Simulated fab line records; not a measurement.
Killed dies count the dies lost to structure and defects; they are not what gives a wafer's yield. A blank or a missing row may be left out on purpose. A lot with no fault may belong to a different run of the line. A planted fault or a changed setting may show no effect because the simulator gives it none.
Which of the tools did it? ; flow gf180mcu ; 11 lots, 33 wafers sampled, at 2 steps of a route of 602

WHAT THE GAUGES SHOWED, per wafer
GF_M1_RS_MEAS_05: measurement is done with a four-point probe.
lot;measured;on;M1_ALCU_RS (ohm/sq)
L681;day 16 01:46;film metro-01;0.0681 0.0678 0.0684
L683;day 16 15:04;film metro-03;0.0690 0.0698 0.0698
L684;day 17 04:29;film metro-03;0.0689 0.0696 0.0694
L685;day 17 12:47;film metro-03;0.0692 0.0691 0.0691
L688;day 18 15:56;film metro-03;0.0692 0.0690 0.0692
L689;day 18 22:06;film metro-02;0.0704 0.0700 0.0705
L690;day 19 10:50;film metro-01;0.0700 0.0697 0.0696
L695;day 21 07:47;film metro-01;0.0692 0.0695 0.0656
L700;day 22 23:42;film metro-01;0.0700 0.0703 0.0706
L701;day 23 12:41;film metro-01;0.0706 0.0698 0.0699
L702;day 23 17:40;film metro-01;0.0695 0.0703 0.0698

EACH LOT AND THE TOOL THAT RAN IT (in order: tool; ch and the chambers of the sampled wafers; start)
lot;GF_M1_SPUTTER_02
L681;pvd sputter-03, day 16 01:41
L683;pvd sputter-02, day 16 14:59
L684;pvd sputter-03, day 17 04:23
L685;pvd sputter-03, day 17 12:41
L688;pvd sputter-03, day 18 15:50
L689;pvd sputter-02, day 18 22:01
L690;pvd sputter-03, day 19 10:45
L695;pvd sputter-03, day 21 07:41
L700;pvd sputter-01, day 22 23:35
L701;pvd sputter-01, day 23 12:35
L702;pvd sputter-02, day 23 17:35
- GF_M1_SPUTTER_02: material AlCu, target thk 450 nm, time 23.9 s.

THE ANSWER, worked out from the rows above alone
Rule: usual is defined by the lots themselves. The widest of any qualifying gaps counts: lots, ordered by their means at a reading, are off when they make up no more than a third of the lots, leave a main group of 4 or more, and stand apart from it by 3 or more times the standard deviation of that group's means. If all means in a main group match to the digits the tables above print for the reading, that group is not used. A lot without any number at a reading at which 4 lots or more have one is off too. Any other lot the step has rows for is counted as sound.
None of the lots is off at any reading shown; this tells nothing.

WHAT WAS PUT IN BY THE SIMULATOR
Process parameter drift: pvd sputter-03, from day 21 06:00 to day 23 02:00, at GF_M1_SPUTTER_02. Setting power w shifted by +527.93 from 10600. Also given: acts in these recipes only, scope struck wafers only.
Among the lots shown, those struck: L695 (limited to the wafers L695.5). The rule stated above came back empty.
